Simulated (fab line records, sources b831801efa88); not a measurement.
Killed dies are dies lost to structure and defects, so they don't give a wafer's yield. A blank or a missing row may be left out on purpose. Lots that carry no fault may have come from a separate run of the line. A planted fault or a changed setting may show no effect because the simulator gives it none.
fab line records -- flow gf180mcu -- part 1 of 2: steps 1 to 42 of 43
record: lots: 7, wafers: 21, lastDay: 32
route steps=602 shown STI@12 DNWELL@32 NWELL@42 PASSIVATION@602
lots with no fault: from the same line, run without faults
startH: hours from the record's first day to the start of the lot's first wafer shown -- waitH: hours since the lot's step before -- " as in the row above -- L1.1+2: several wafers, shown together as one row -- - either no value or no given start -- * or withheld: withheld -- < > ~ a bound
route shown NAME@n: NAME is a module with steps in the file, n the number in the route of the first one -- usual: the fault-free wafers' mean and standard deviation -- same: alike in all rows -- chamber/n: place in a boat -- sites: per-site readings -- _std_site: the standard deviation of these -- _edge_site: the outer-site mean with the inner-site mean subtracted -- radiusMm: for every site, how far away it sits from the centre of the wafer -- mask NAME#n: copy n -- behind: the most recent tool/chamber to have shaped the wafer -- hold: why the lot was held/for how many hours/how that ended -- device: the transistor (n, p or np) that didn't switch -- end of line: the route-end tests of the same wafers -- a step with no rows: only its recipe -- killed: the dies lost at the first sort to structure and to defects; this is not the yield of the wafer -- map: per-die view of a wafer (x killed, . not killed, _ where there is no die)
set.NAME: the setting as run; set.NAME@STEP: as run at that earlier step -- model.NAME: the simulator's own value behind a step, which no gauge read
lots at selected steps of the route; one table per step, one row per wafer
services: from which hour (startH, from the record's first day; less than 0 if before it) a tool's chamber was out of use, for how many hours, and why
== steps ==
step: GF_STI_DEVELOP_11
recipe: developTimeS: 60, devTempC: 21
step: GF_STI_CD_MEAS_12
recipe: targetCdNm: 220
usual: cdNm: 220.1/1.2
lot.wafer,tool,chamber,startH,waitH,cdNm
L604.2,cdSem-02,-,46.14,0.1,221.6
L604.4,cdSem-02,-,46.14,0.1,222.3
L604.5,cdSem-02,-,46.14,0.1,221.9
L607.2,cdSem-02,-,61.29,0.1,217.9
L607.5,cdSem-02,-,61.29,0.1,219.0
L607.6,cdSem-02,-,61.29,0.1,218.1
L611.2,cdSem-02,-,82.74,0.1,217.4
L611.4,cdSem-02,-,82.74,0.1,217.4
L611.5,cdSem-02,-,82.74,0.1,219.5
L612.3,cdSem-01,-,87.41,0.1,219.9
L612.5,cdSem-01,-,87.41,0.1,219.8
L612.6,cdSem-01,-,87.41,0.1,221.4
L614.3,cdSem-02,-,98.76,0.1,219.0
L614.4,cdSem-02,-,98.76,0.1,220.2
L614.5,cdSem-02,-,98.76,0.1,219.9
L616.2,cdSem-02,-,107.44,0.1,219.2
L616.4,cdSem-02,-,107.44,0.1,220.4
L616.6,cdSem-02,-,107.44,0.1,219.3
L617.1,cdSem-01,-,112.37,0.1,219.5
L617.4,cdSem-01,-,112.37,0.1,219.1
L617.5,cdSem-01,-,112.37,0.1,220.7
step: GF_STI_ETCH_13
recipe: chemistry: CHF3/O2, stopOn: Si, overEtchFrac: 0.3, targetDepthA: 2823.1, sourceW: 600, biasW: 200, pressureMtorr: 40, chf3FlowSccm: 50, O2_flow_sccm: 5, timeS: 112.9
usual: drypumpMotorCurrentA: 5.8/0.6, oesProductAu: 0.832/0.0069, throttleValvePct: 8.811/0.0097
lot.wafer,tool,chamber,startH,waitH,drypumpMotorCurrentA,oesProductAu,rfHoursCounterH,throttleValvePct
L604.2,rieDiel-01,2,46.24,0.1,6.6,0.833,33,8.824
L604.4,rieDiel-01,1,46.24,0.1,6.3,0.830,52,8.806
L604.5,rieDiel-01,1,46.24,0.1,6.2,0.833,-,8.822
L607.2,rieDiel-03,2,61.39,0.1,6.4,0.833,146,8.809
L607.5,rieDiel-03,1,61.39,0.1,5.6,0.841,-,8.804
L607.6,rieDiel-03,2,61.39,0.1,6.4,0.834,-,8.804
L611.2,rieDiel-03,3,82.84,0.1,5.7,0.833,154,8.799
L611.4,rieDiel-03,2,82.84,0.1,6.4,0.830,147,8.812
L611.5,rieDiel-03,2,82.84,0.1,6.4,0.844,-,8.808
L612.3,rieDiel-01,1,87.49,0.1,6.3,0.831,53,8.806
L612.5,rieDiel-01,3,87.49,0.1,6.5,0.839,-,8.805
L612.6,rieDiel-01,1,87.49,0.1,6.3,0.830,-,8.809
L614.3,rieDiel-04,3,98.84,0.1,5.2,0.831,3,8.813
L614.4,rieDiel-04,0,98.84,0.1,5.2,0.837,7,8.822
L614.5,rieDiel-04,0,98.84,0.1,5.2,0.840,-,8.812
L616.2,rieDiel-01,3,107.54,0.1,6.5,0.842,152,8.822
L616.4,rieDiel-01,0,107.54,0.1,6.2,0.840,3,8.823
L616.6,rieDiel-01,0,107.54,0.1,6.2,0.831,-,8.825
L617.1,rieDiel-01,3,112.49,0.1,6.5,0.829,152,8.810
L617.4,rieDiel-01,2,112.49,0.1,6.6,0.830,35,8.822
L617.5,rieDiel-01,2,112.49,0.1,6.6,0.829,-,8.793
step: GF_STI_ETCH_14
recipe: target: Si, chemistry: HBr/Cl2/O2, targetDepthNm: 360, icpW: 600, biasW: 150, pressureMtorr: 15, HBr_flow_sccm: 150, Cl2_flow_sccm: 40, O2_flow_sccm: 6, timeS: 102.9
usual: drypumpMotorCurrentA: 6.0/0.31, oesProductAu: 1.001/0.015, throttleValvePct: 25.656/0.015
lot.wafer,tool,chamber,startH,waitH,drypumpMotorCurrentA,oesProductAu,rfHoursCounterH,throttleValvePct
L604.2,rieSi-01,3,46.32,0.0,6.4,1.013,139,25.662
L604.4,rieSi-01,0,46.32,0.0,6.0,0.987,0,25.672
L604.5,rieSi-01,3,46.32,0.0,6.4,1.017,-,25.657
L607.2,rieSi-02,2,61.47,0.0,5.7,0.996,1,25.639
L607.5,rieSi-02,2,61.47,0.0,5.7,0.997,-,25.665
L607.6,rieSi-02,3,61.47,0.0,5.6,1.016,-,25.652
L611.2,rieSi-01,1,82.92,0.0,6.2,1.002,1,25.675
L611.4,rieSi-01,3,82.92,0.0,6.4,1.028,140,25.651
L611.5,rieSi-01,3,82.92,0.0,6.4,1.014,-,25.643
L612.3,rieSi-02,2,87.57,0.0,5.7,1.010,1,25.646
L612.5,rieSi-02,3,87.57,0.0,5.6,1.024,-,25.631
L612.6,rieSi-02,0,87.57,0.0,6.1,0.999,-,25.680
L614.3,rieSi-01,0,98.92,0.0,6.0,0.982,1,25.675
L614.4,rieSi-01,3,98.92,0.0,6.4,1.014,-,25.634
L614.5,rieSi-01,1,98.92,0.0,6.2,0.990,-,25.671
L616.2,rieSi-02,3,107.62,0.0,5.6,1.023,57,25.631
L616.4,rieSi-02,1,107.62,0.0,5.6,0.990,4,25.680
L616.6,rieSi-02,3,107.62,0.0,5.6,1.032,-,25.652
L617.1,rieSi-02,2,112.57,0.0,5.7,0.988,1,25.653
L617.4,rieSi-02,1,112.57,0.0,5.6,0.981,4,25.687
L617.5,rieSi-02,2,112.57,0.0,5.7,0.996,-,25.664
step: GF_STI_STRIP_15
recipe: chemistry: O2/N2, powerW: 1400, pressureMtorr: 1500, platenTempC: 250, o2FlowSccm: 3000, n2FlowSccm: 300, overashFraction: 0.5
step: GF_STI_CLEAN_16
recipe: chemistry: dHF, timeS: 25, dilution: 100:1
step: GF_STI_WET_ETCH_17
recipe: chemistry: H3PO4, targetDepthNm: 45, tempC: 160, target: Si3N4, timeS: 514
step: GF_STI_CLEAN_18
recipe: chemistry: SC1/SC2, mix: 1:4:20, tempC: 70, timeS: 150
step: GF_STI_CLEAN_19
recipe: chemistry: dHF, timeS: 20, dilution: 100:1
step: GF_STI_WET_ETCH_20
recipe: chemistry: dHF, dilution: 100:1, targetDepthNm: 20, tempC: 25, dry: ipaMarangoni, target: SiO2, timeS: 400
step: GF_STI_OXIDATION_21
recipe: tempC: 1000, ambient: O2, stabiliseS: 600, purgeS: 300, targetThkA: 150, oxTimeS: 458
step: GF_STI_THK_MEAS_22
recipe: reads: SiO2_of_STI_OXIDATION_21
usual: STI_OXIDATION_01_THK: 14.79/0.27
lot.wafer,tool,chamber,startH,waitH,STI_OXIDATION_01_THK[nm]
L604.2,filmMetro-01,-,48.14,0.0,14.54
L604.4,filmMetro-01,-,48.14,0.0,14.45
L604.5,filmMetro-01,-,48.14,0.0,14.56
L607.2,filmMetro-04,-,63.13,0.0,14.83
L607.5,filmMetro-04,-,63.13,0.0,14.67
L607.6,filmMetro-04,-,63.13,0.0,14.65
L611.2,filmMetro-01,-,86.64,0.0,14.35
L611.4,filmMetro-01,-,86.64,0.0,14.36
L611.5,filmMetro-01,-,86.64,0.0,14.61
L612.3,filmMetro-01,-,89.25,0.0,15.38
L612.5,filmMetro-01,-,89.25,0.0,15.29
L612.6,filmMetro-01,-,89.25,0.0,15.40
L614.3,filmMetro-02,-,100.62,0.0,14.60
L614.4,filmMetro-02,-,100.62,0.0,14.47
L614.5,filmMetro-02,-,100.62,0.0,14.62
L616.2,filmMetro-04,-,109.56,0.0,14.67
L616.4,filmMetro-04,-,109.56,0.0,14.88
L616.6,filmMetro-04,-,109.56,0.0,14.93
L617.1,filmMetro-02,-,114.24,0.0,14.50
L617.4,filmMetro-02,-,114.24,0.0,14.28
L617.5,filmMetro-02,-,114.24,0.0,14.56
step: GF_STI_CVD_23
recipe: material: SiO2, targetThkNm: 650, sigmaOpenFrac: 0.3, timeS: 108.3, tempC: 600, sih4FlowSccm: 60, pressureMtorr: 6
lot.wafer,tool,chamber,startH,waitH
L604.2+4+5,hdpcvd-02,"1,2,1",48.19,0.0
L607.2+5+6,hdpcvd-01,"0,1,0",63.18,0.0
L611.2+4+5,hdpcvd-02,"1,0,2",86.69,0.0
L612.3+5+6,hdpcvd-02,"2,2,0",89.29,0.0
L614.3+4+5,hdpcvd-01,"0,1,2",100.66,0.0
L616.2+4+6,hdpcvd-02,"0,0,1",109.61,0.0
L617.1+4+5,hdpcvd-01,"2,2,0",114.30,0.1
step: GF_STI_THK_MEAS_24
recipe: reads: SiO2_of_STI_CVD_23
usual: STI_CVD_23_THK: 651/8.7
lot.wafer,tool,chamber,startH,waitH,STI_CVD_23_THK[nm]
L604.2,filmMetro-02,-,48.28,0.0,640
L604.4,filmMetro-02,-,48.28,0.0,651
L604.5,filmMetro-02,-,48.28,0.0,637
L607.2,filmMetro-02,-,63.27,0.0,647
L607.5,filmMetro-02,-,63.27,0.0,661
L607.6,filmMetro-02,-,63.27,0.0,645
L611.2,filmMetro-04,-,86.77,0.0,648
L611.4,filmMetro-04,-,86.77,0.0,653
L611.5,filmMetro-04,-,86.77,0.0,658
L612.3,filmMetro-04,-,89.38,0.1,640
L612.5,filmMetro-04,-,89.38,0.1,654
L612.6,filmMetro-04,-,89.38,0.1,651
L614.3,filmMetro-01,-,100.76,0.1,651
L614.4,filmMetro-01,-,100.76,0.1,664
L614.5,filmMetro-01,-,100.76,0.1,647
L616.2,filmMetro-02,-,109.69,0.0,649
L616.4,filmMetro-02,-,109.69,0.0,647
L616.6,filmMetro-02,-,109.69,0.0,642
L617.1,filmMetro-01,-,114.38,0.0,650
L617.4,filmMetro-01,-,114.38,0.0,664
L617.5,filmMetro-01,-,114.38,0.0,660
step: GF_STI_CMP_25
recipe: stopOn: Si3N4, tOverpolishS: 33, downForcePsi: 4, platenRpm: 60, targetThkNm: 524.6, padVelocityMS: 0.94248
usual: motorCurrentA: 12.3/1.1, overpolishRunS: 33.000/0.0088, slurryFlowMlMin: 149.9/0.46, timeToEndpointS: 119/4.9
lot.wafer,tool,chamber,startH,waitH,motorCurrentA,overpolishRunS,slurryFlowMlMin,timeToEndpointS
L604.2,cmp-01,1,48.38,0.1,11.5,33.002,149.9,120
L604.4,cmp-01,2,48.38,0.1,12.2,32.999,150.2,121
L604.5,cmp-01,0,48.38,0.1,14.2,33.000,149.8,124
L607.2,cmp-02,2,63.32,0.0,12.7,32.993,149.5,118
L607.5,cmp-02,2,63.32,0.0,12.7,32.996,150.2,121
L607.6,cmp-02,3,63.32,0.0,12.4,33.012,150.3,112
L611.4,cmp-01,1,86.82,0.0,11.9,33.020,149.0,118
L611.2,cmp-01,3,86.82,0.0,10.8,32.986,150.4,118
L611.5,cmp-01,1,86.82,0.0,12.6,33.001,150.0,119
L612.3,cmp-02,1,89.52,0.1,14.2,32.992,150.4,117
L612.6,cmp-02,3,89.52,0.1,12.0,32.988,149.8,120
L612.5,cmp-02,0,89.52,0.1,10.7,33.005,149.7,124
L614.3,cmp-01,1,100.90,0.1,12.0,32.999,149.0,118
L614.4,cmp-01,2,100.90,0.1,12.6,32.978,149.5,113
L614.5,cmp-01,0,100.90,0.1,14.3,33.017,149.4,119
L616.4,cmp-01,2,109.74,0.0,12.7,33.009,149.6,116
L616.2,cmp-01,3,109.74,0.0,11.6,32.996,150.4,117
L616.6,cmp-01,3,109.74,0.0,11.2,32.999,149.9,115
L617.4,cmp-01,1,114.49,0.1,12.0,33.015,149.2,124
L617.1,cmp-01,3,114.49,0.1,10.3,32.999,149.9,121
L617.5,cmp-01,1,114.49,0.1,12.5,32.993,149.4,122
step: GF_STI_WET_ETCH_26
recipe: chemistry: dHF, targetDepthNm: 94, target: SiO2, tempC: 25, dilution: 10:1, timeS: 188
step: GF_STI_WET_ETCH_27
recipe: chemistry: H3PO4, targetDepthNm: 160, target: Si3N4, tempC: 160, timeS: 1825
step: GF_STI_WET_ETCH_28
recipe: chemistry: dHF, targetDepthNm: 20, dry: ipaMarangoni, target: SiO2, tempC: 25, dilution: 10:1, timeS: 40
step: GF_STI_OXIDATION_29
recipe: tempC: 900, ambient: O2, stabiliseS: 600, purgeS: 300, targetThkA: 100, oxTimeS: 1418
step: GF_STI_THK_MEAS_30
recipe: reads: SiO2_of_STI_OXIDATION_29
usual: STI_OXIDATION_02_THK: 9.90/0.15
lot.wafer,tool,chamber,startH,waitH,STI_OXIDATION_02_THK[nm]
L604.2,filmMetro-01,-,50.75,0.0,10.01
L604.4,filmMetro-01,-,50.75,0.0,9.74
L604.5,filmMetro-01,-,50.75,0.0,9.90
L607.2,filmMetro-02,-,65.62,0.0,9.84
L607.5,filmMetro-02,-,65.62,0.0,9.68
L607.6,filmMetro-02,-,65.62,0.0,9.63
L611.2,filmMetro-01,-,89.13,0.0,9.67
L611.4,filmMetro-01,-,89.13,0.0,9.81
L611.5,filmMetro-01,-,89.13,0.0,9.82
L612.3,filmMetro-01,-,91.73,0.0,10.06
L612.5,filmMetro-01,-,91.73,0.0,9.90
L612.6,filmMetro-01,-,91.73,0.0,10.04
L614.3,filmMetro-02,-,103.46,0.0,9.82
L614.4,filmMetro-02,-,103.46,0.0,9.89
L614.5,filmMetro-02,-,103.46,0.0,9.82
L616.2,filmMetro-04,-,112.92,0.0,9.96
L616.4,filmMetro-04,-,112.92,0.0,9.88
L616.6,filmMetro-04,-,112.92,0.0,9.77
L617.1,filmMetro-04,-,116.77,0.0,9.76
L617.4,filmMetro-04,-,116.77,0.0,9.64
L617.5,filmMetro-04,-,116.77,0.0,9.97
step: GF_DNWELL_DEHYDRATE_00
recipe: tempC: 200, timeS: 60
step: GF_DNWELL_HMDS_01
recipe: primeTimeS: 60, primeTempC: 120
step: GF_DNWELL_COAT_02
recipe: spinRpm: 2000, resistThkNm: 3000
step: GF_DNWELL_SOFTBAKE_03
recipe: tempC: 110, timeS: withheld
step: GF_DNWELL_EXPOSE_04
recipe: maskId: DNWELL, targetCdNm: 1700, na: 0.6, sourceShape: conventional, sigmaOuter: 0.6, doseMj: 260
step: GF_DNWELL_PEB_05
recipe: tempC: 115, timeS: withheld
step: GF_DNWELL_DEVELOP_06
recipe: wallAngleDeg: 90, developTimeS: 60, devTempC: 23
step: GF_DNWELL_IMPLANT_07
recipe: species: P, energyKev: 1500, doseCm2: 1e+13, tiltDeg: 0
step: GF_DNWELL_STRIP_08
recipe: chemistry: O2/N2, powerW: 1400, pressureMtorr: 1500, platenTempC: 250, o2FlowSccm: 3000, n2FlowSccm: 300, overashFraction: 0.5
usual: drypumpMotorCurrentA: 5.6/0.34, heaterPowerW: 336/49, o2FlowSccm: 2999/7.7, oesProductAu: 0.722/0.0039, stripTimeToEndpointS: 37.02/0.1
lot.wafer,tool,chamber,startH,waitH,drypumpMotorCurrentA,heaterPowerW,o2FlowSccm,oesProductAu,rfHoursCounterH,stripTimeToEndpointS
L604.2,plasmaAsher-03,1,63.67,0.1,5.4,333,3002,0.724,40,36.98
L604.4,plasmaAsher-03,1,63.67,0.1,5.4,337,3018,0.724,-,37.01
L604.5,plasmaAsher-03,1,63.67,0.1,5.4,327,3018,0.723,-,36.92
L607.2,plasmaAsher-02,1,78.97,0.1,5.8,338,3006,0.722,44,37.21
L607.5,plasmaAsher-02,1,78.97,0.1,5.8,333,3006,0.716,-,37.21
L607.6,plasmaAsher-02,0,78.97,0.1,5.7,281,3003,0.722,-,37.10
L611.2,plasmaAsher-01,1,103.07,0.1,6.0,298,2990,0.723,46,37.05
L611.4,plasmaAsher-01,1,103.07,0.1,6.1,297,2989,0.721,-,37.10
L611.5,plasmaAsher-01,1,103.07,0.1,6.1,293,2995,0.724,-,37.02
L612.3,plasmaAsher-01,0,105.70,0.1,6.0,344,2998,0.720,-,37.00
L612.5,plasmaAsher-01,0,105.70,0.1,5.9,349,2992,0.724,-,37.05
L612.6,plasmaAsher-01,1,105.70,0.1,6.0,299,3007,0.717,-,36.96
L614.3,plasmaAsher-02,0,118.16,0.1,5.7,284,2996,0.723,-,37.13
L614.4,plasmaAsher-02,1,118.16,0.1,5.8,349,2990,0.722,-,37.15
L614.5,plasmaAsher-02,0,118.16,0.1,5.7,285,2994,0.718,-,37.11
L616.2,plasmaAsher-01,1,127.72,0.1,6.0,296,3016,0.726,49,36.93
L616.4,plasmaAsher-01,1,127.72,0.1,6.1,292,2992,0.722,-,36.88
L616.6,plasmaAsher-01,1,127.72,0.1,6.0,298,2993,0.715,-,36.97
L617.1,plasmaAsher-02,0,131.97,0.1,5.7,278,3003,0.727,50,36.98
L617.4,plasmaAsher-02,0,131.97,0.1,5.7,281,2996,0.723,-,36.96
L617.5,plasmaAsher-02,0,131.97,0.1,5.7,281,2989,0.717,-,36.82
step: GF_DNWELL_TW_MEAS_09
usual: DNWELL_TW: 1350/10
lot.wafer,tool,chamber,startH,waitH,DNWELL_TW
L604.2,filmMetro-03,-,63.78,0.1,1346
L604.4,filmMetro-03,-,63.78,0.1,1344
L604.5,filmMetro-03,-,63.78,0.1,1349
L607.2,filmMetro-03,-,79.08,0.1,1345
L607.5,filmMetro-03,-,79.08,0.1,1342
L607.6,filmMetro-03,-,79.08,0.1,1346
L611.2,filmMetro-02,-,103.18,0.1,1371
L611.4,filmMetro-02,-,103.18,0.1,1365
L611.5,filmMetro-02,-,103.18,0.1,1374
L612.3,filmMetro-02,-,105.79,0.1,1368
L612.5,filmMetro-02,-,105.79,0.1,1366
L612.6,filmMetro-02,-,105.79,0.1,1376
L614.3,filmMetro-02,-,118.24,0.1,1358
L614.4,filmMetro-02,-,118.24,0.1,1363
L614.5,filmMetro-02,-,118.24,0.1,1369
L616.2,filmMetro-02,-,127.83,0.1,1364
L616.4,filmMetro-02,-,127.83,0.1,1358
L616.6,filmMetro-02,-,127.83,0.1,1358
L617.1,filmMetro-02,-,132.07,0.1,1361
L617.4,filmMetro-02,-,132.07,0.1,1358
L617.5,filmMetro-02,-,132.07,0.1,1357
step: GF_NWELL_DEHYDRATE_00
recipe: tempC: 200, timeS: 60
step: GF_NWELL_HMDS_01
recipe: primeTimeS: 60, primeTempC: 120
step: GF_NWELL_COAT_02
recipe: spinRpm: 2000, resistThkNm: 3000
step: GF_NWELL_SOFTBAKE_03
recipe: tempC: 110, timeS: withheld
step: GF_NWELL_EXPOSE_04
recipe: maskId: Nwell, targetCdNm: 860, na: 0.6, sourceShape: conventional, sigmaOuter: 0.6, doseMj: 260
step: GF_NWELL_PEB_05
recipe: tempC: 115, timeS: withheld
step: GF_NWELL_DEVELOP_06
recipe: wallAngleDeg: 90, developTimeS: 60, devTempC: 23
step: GF_NWELL_OVL_MEAS_07
usual: NWELL_OVL: -0.2/1.3
lot.wafer,tool,chamber,startH,waitH,NWELL_OVL[nm]
L604.2,overlay-02,-,76.63,-,0.4
L604.4,overlay-02,-,76.63,-,1.9
L604.5,overlay-02,-,76.63,-,-1.6
L607.2,overlay-01,-,92.08,-,0.4
L607.5,overlay-01,-,92.08,-,-0.4
L607.6,overlay-01,-,92.08,-,1.0
L611.2,overlay-01,-,117.73,-,-0.3
L611.4,overlay-01,-,117.73,-,0.0
L611.5,overlay-01,-,117.73,-,-2.4
L612.3,overlay-02,-,119.29,-,0.9
L612.5,overlay-02,-,119.29,-,0.8
L612.6,overlay-02,-,119.29,-,-0.7
L614.3,overlay-02,-,133.08,-,0.9
L614.4,overlay-02,-,133.08,-,-0.5
L614.5,overlay-02,-,133.08,-,-0.7
L616.2,overlay-01,-,142.93,-,-1.1
L616.4,overlay-01,-,142.93,-,-1.9
L616.6,overlay-01,-,142.93,-,-0.8
L617.1,overlay-01,-,146.77,-,-0.3
L617.4,overlay-01,-,146.77,-,1.1
L617.5,overlay-01,-,146.77,-,0.3
step: GF_NWELL_IMPLANT_08
recipe: species: P, energyKev: 450, doseCm2: 1.5e+13, tiltDeg: 0
step: GF_NWELL_IMPLANT_09
recipe: species: P, energyKev: 160, doseCm2: 4e+12, tiltDeg: 0
step: GF_NWELL_STRIP_10
recipe: chemistry: O2/N2, powerW: 1400, pressureMtorr: 1500, platenTempC: 250, o2FlowSccm: 3000, n2FlowSccm: 300, overashFraction: 0.5
usual: drypumpMotorCurrentA: 5.6/0.39, heaterPowerW: 334/37, o2FlowSccm: 3001/8.6, oesProductAu: 0.722/0.005, stripTimeToEndpointS: 37.00/0.1
lot.wafer,tool,chamber,startH,waitH,drypumpMotorCurrentA,heaterPowerW,o2FlowSccm,oesProductAu,rfHoursCounterH,stripTimeToEndpointS
L604.2,plasmaAsher-04,0,76.96,0.1,5.5,388,3006,0.731,26,36.76
L604.4,plasmaAsher-04,1,76.96,0.1,4.9,318,3008,0.715,-,36.81
L604.5,plasmaAsher-04,0,76.96,0.1,5.5,398,3009,0.724,-,36.87
L607.2,plasmaAsher-02,0,92.41,0.1,5.7,283,2990,0.718,46,37.07
L607.5,plasmaAsher-02,0,92.41,0.1,5.6,276,3002,0.726,-,37.03
L607.6,plasmaAsher-02,1,92.41,0.1,5.8,347,3012,0.730,-,37.12
L611.2,plasmaAsher-04,1,118.06,0.1,4.9,333,2985,0.723,30,36.88
L611.4,plasmaAsher-04,1,118.06,0.1,4.9,327,2989,0.714,-,36.93
L611.5,plasmaAsher-04,0,118.06,0.1,5.5,399,3014,0.719,-,36.79
L612.3,plasmaAsher-02,1,119.64,0.1,5.8,347,3012,0.714,-,37.08
L612.5,plasmaAsher-02,0,119.64,0.1,5.7,284,3004,0.721,-,36.97
L612.6,plasmaAsher-02,1,119.64,0.1,5.9,340,3006,0.715,-,37.10
L614.3,plasmaAsher-04,0,133.44,0.1,5.5,387,2998,0.725,-,36.86
L614.4,plasmaAsher-04,1,133.44,0.1,4.9,338,2994,0.726,-,36.96
L614.5,plasmaAsher-04,0,133.44,0.1,5.5,392,2991,0.721,-,37.06
L616.2,plasmaAsher-04,1,143.26,0.1,4.9,327,3011,0.731,33,37.11
L616.4,plasmaAsher-04,0,143.26,0.1,5.6,391,2996,0.727,-,37.14
L616.6,plasmaAsher-04,0,143.26,0.1,5.5,388,2999,0.715,-,37.12
L617.1,plasmaAsher-04,1,147.11,0.1,4.9,330,3016,0.723,33,36.91
L617.4,plasmaAsher-04,0,147.11,0.1,5.5,384,3004,0.723,-,37.06
L617.5,plasmaAsher-04,1,147.11,0.1,4.9,326,3005,0.723,-,37.10
step: GF_NWELL_TW_MEAS_11
usual: NWELL_TW: 1565/8.2
lot.wafer,tool,chamber,startH,waitH,NWELL_TW
L604.2,filmMetro-01,-,77.07,0.1,1568
L604.4,filmMetro-01,-,77.07,0.1,1571
L604.5,filmMetro-01,-,77.07,0.1,1567
L607.2,filmMetro-01,-,92.52,0.1,1569
L607.5,filmMetro-01,-,92.52,0.1,1576
L607.6,filmMetro-01,-,92.52,0.1,1567
L611.2,filmMetro-04,-,118.17,0.1,1550
L611.4,filmMetro-04,-,118.17,0.1,1545
L611.5,filmMetro-04,-,118.17,0.1,1553
L612.3,filmMetro-04,-,119.73,0.1,1552
L612.5,filmMetro-04,-,119.73,0.1,1559
L612.6,filmMetro-04,-,119.73,0.1,1556
L614.3,filmMetro-01,-,133.52,0.1,1578
L614.4,filmMetro-01,-,133.52,0.1,1575
L614.5,filmMetro-01,-,133.52,0.1,1570
L616.2,filmMetro-04,-,143.37,0.1,1565
L616.4,filmMetro-04,-,143.37,0.1,1562
L616.6,filmMetro-04,-,143.37,0.1,1565
L617.1,filmMetro-01,-,147.21,0.1,1566
L617.4,filmMetro-01,-,147.21,0.1,1573
L617.5,filmMetro-01,-,147.21,0.1,1562
